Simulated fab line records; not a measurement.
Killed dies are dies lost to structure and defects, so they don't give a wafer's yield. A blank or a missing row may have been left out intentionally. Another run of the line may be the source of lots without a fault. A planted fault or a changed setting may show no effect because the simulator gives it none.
Which of the tools did it? | flow gf180mcu | Sampling: 12 lots, 36 wafers, 4 of 602 route steps

## WHAT THE GAUGES SHOWED, per wafer
GF_CONTACT_BOW_MEAS_05. Usual: CONTACT_BOW typically reads 65 um, with standard deviation 6.3.
lot  | measured     | on            | CONTACT_BOW (um) | flag
L191 | day 15 01:46 | film metro-04 | 67 64 56         |
L192 | day 15 10:56 | film metro-02 | 62 64 58         |
L194 | day 16 00:43 | film metro-02 | 76 68 60         |
L196 | day 16 21:32 | film metro-01 | 67 70 72         |
L197 | day 17 08:25 | film metro-04 | 59 74 69         |
L198 | day 18 02:27 | film metro-01 | 64 75 67         |
L206 | day 20 14:13 | film metro-04 | 63 67 66         |
L208 | day 21 05:43 | film metro-01 | 63 70 80         |
L209 | day 21 12:28 | film metro-04 | 73 66 70         |
L211 | day 22 10:06 | film metro-01 | 71 65 60         |
L213 | day 22 20:49 | film metro-02 | 69 52 67         |
L214 | day 23 03:44 | film metro-04 | 59 64 72         |

GF_CONTACT_CD_MEAS_14: the cd target is 220 nm. Usual: cd nm reads 220.0 nm (standard deviation 1.5).
lot  | measured     | on        | cd nm (nm)        | flag
L191 | day 15 23:13 | cd sem-01 | 218.6 219.0 219.1 |
L192 | day 16 09:01 | cd sem-01 | 218.7 220.6 218.4 |
L194 | day 16 23:02 | cd sem-01 | 220.5 218.9 219.5 |
L196 | day 17 20:29 | cd sem-02 | 220.7 221.6 221.1 |
L197 | day 18 08:04 | cd sem-02 | 220.6 220.6 219.9 |
L198 | day 19 02:14 | cd sem-01 | 221.8 222.3 222.7 |
L206 | day 21 14:17 | cd sem-01 | 200.4 199.7 200.9 | OFF
L208 | day 22 05:39 | cd sem-01 | 200.7 200.3 201.9 | OFF
L209 | day 22 12:16 | cd sem-01 | 221.2 221.7 223.1 |
L211 | day 23 09:53 | cd sem-01 | 221.1 222.0 221.9 |
L213 | day 23 20:28 | cd sem-02 | 218.9 219.3 219.2 |
L214 | day 24 02:49 | cd sem-01 | 220.1 221.0 221.0 |

## TOOL THAT RAN EACH LOT (tool first, then ch and the chambers of the sampled wafers, then the start)
lot  | GF_SAB_CVD_00                   | GF_CONTACT_SOFTBAKE_10
L191 | pecvd-04 ch 0,1,2, day 14 02:58 | litho track-03 ch 0, day 15 12:00
L192 | pecvd-02 ch 0,1, day 14 12:17   | litho track-02 ch 0, day 15 22:00
L194 | pecvd-02 ch 0,1,2, day 15 01:37 | litho track-03 ch 0, day 16 11:00
L196 | pecvd-04 ch 0,1,2, day 15 21:25 | litho track-01 ch 0, day 17 08:00
L197 | pecvd-04 ch 0,1, day 16 08:37   | litho track-01 ch 0, day 17 19:00
L198 | pecvd-02 ch 0,1, day 17 01:52   | litho track-01 ch 0, day 18 14:00
L206 | pecvd-03 ch 0,1, day 19 12:07   | litho track-02 ch 0, day 21 02:00
L208 | pecvd-04 ch 1,2, day 20 04:49   | litho track-02 ch 0, day 21 17:00
L209 | pecvd-04 ch 0,2, day 20 11:16   | litho track-01 ch 0, day 22 00:00
L211 | pecvd-03 ch 0,2, day 21 09:04   | litho track-03 ch 0, day 22 21:00
L213 | pecvd-03 ch 0,1, day 21 19:49   | litho track-01 ch 0, day 23 08:00
L214 | pecvd-04 ch 0,1,2, day 22 03:31 | litho track-01 ch 0, day 23 15:00
- GF_SAB_CVD_00: deposits SiO2 from TEOS, target thk 50 nm, time 4.9302 s.
- GF_CONTACT_SOFTBAKE_10: time 60 s.

## WHAT THE TOOLS THEMSELVES READ (means of the sampled wafers that have a number; where no wafer has one, the mark that the record gives instead)
GF_SAB_CVD_00. Usual: heater power w 635 W, standard deviation 81; rf fwd power W 585.6 W, standard deviation 1.9.
lot  | tool     | heater power w (W) | rf fwd power W (W) | flag
L191 | pecvd-04 | 617                | 585.8              |
L192 | pecvd-02 | 699                | 586.1              |
L194 | pecvd-02 | 641                | 585.6              |
L196 | pecvd-04 | 605                | 585.3              |
L197 | pecvd-04 | 659                | 585.4              |
L198 | pecvd-02 | 697                | 585.4              |
L206 | pecvd-03 | 664                | 587.1              |
L208 | pecvd-04 | 596                | 585.2              |
L209 | pecvd-04 | 617                | 587.2              |
L211 | pecvd-03 | 612                | 586.6              |
L213 | pecvd-03 | 683                | 588.0              |
L214 | pecvd-04 | 648                | 587.3              |

GF_CONTACT_SOFTBAKE_10. Usual: heater power total W 93.05 W, standard deviation 0.055; resist line temp C 23.01 C, standard deviation 0.12; run length s 89.09 s, standard deviation 0.17.
lot  | tool           | heater power total W (W) | resist line temp C (C) | run length s (s) | flag
L191 | litho track-03 | 93.07                    | 23.02                  | 88.92            |
L192 | litho track-02 | 92.98                    | 22.84                  | 89.10            |
L194 | litho track-03 | 93.00                    | 22.95                  | 88.90            |
L196 | litho track-01 | 93.03                    | 23.08                  | 89.15            |
L197 | litho track-01 | 93.06                    | 22.99                  | 89.20            |
L198 | litho track-01 | 93.05                    | 23.11                  | 89.05            |
L206 | litho track-02 | 129.83                   | 23.08                  | 49.61            | OFF
L208 | litho track-02 | 129.71                   | 23.01                  | 49.53            | OFF
L209 | litho track-01 | 93.05                    | 23.14                  | 89.26            |
L211 | litho track-03 | 93.02                    | 22.91                  | 88.92            |
L213 | litho track-01 | 93.10                    | 22.97                  | 89.16            |
L214 | litho track-01 | 93.06                    | 23.10                  | 89.13            |

## THE ANSWER, worked out from the rows above alone
Rule: a lot is off if the mean of its wafers that have a number lies more than 3 standard deviations from the usual mean. Also off: a lot with no number at a reading for which 4 or more lots have one. All remaining lots with rows at the step are treated as sound. After the gauges, taken in route order, come the tools' own readings; for these a lot's mean is taken, as printed above. At the first step where some lot is off, the reading lying furthest off is the one used; lots without a number count as furthest.
Off, at GF_CONTACT_CD_MEAS_14 on cd nm: L206, L208.
If a tool, at a process step before that reading, ran all the lots that are off and no sound lot after the first of them, it fits. Not tried: the gauges at GF_CONTACT_CD_MEAS_14; whatever is off there is also off at GF_CONTACT_SOFTBAKE_10, on other tools, and gauge error can't account for it. One fits: litho track-02 at GF_CONTACT_SOFTBAKE_10. Its last sound lot is L192 (day 15 22:00), its first lot that is off L206 (day 21 02:00): a fault that began between those two fits.
The tool's own readings at GF_CONTACT_SOFTBAKE_10 bear it out: on the lots that are off they differ by more than 5 times the standard deviation of the sound lots' means. heater power total W reads 129.77 W there against 93.04 W on the sound lots; run length s reads 49.57 s there against 89.08 s on the sound lots.

## WHAT WAS PUT IN BY THE SIMULATOR
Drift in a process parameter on litho track-02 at GF_CONTACT_SOFTBAKE_10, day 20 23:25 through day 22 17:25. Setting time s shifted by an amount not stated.
Shown lots that were struck: L206, L208. The rule above reached the same finding.
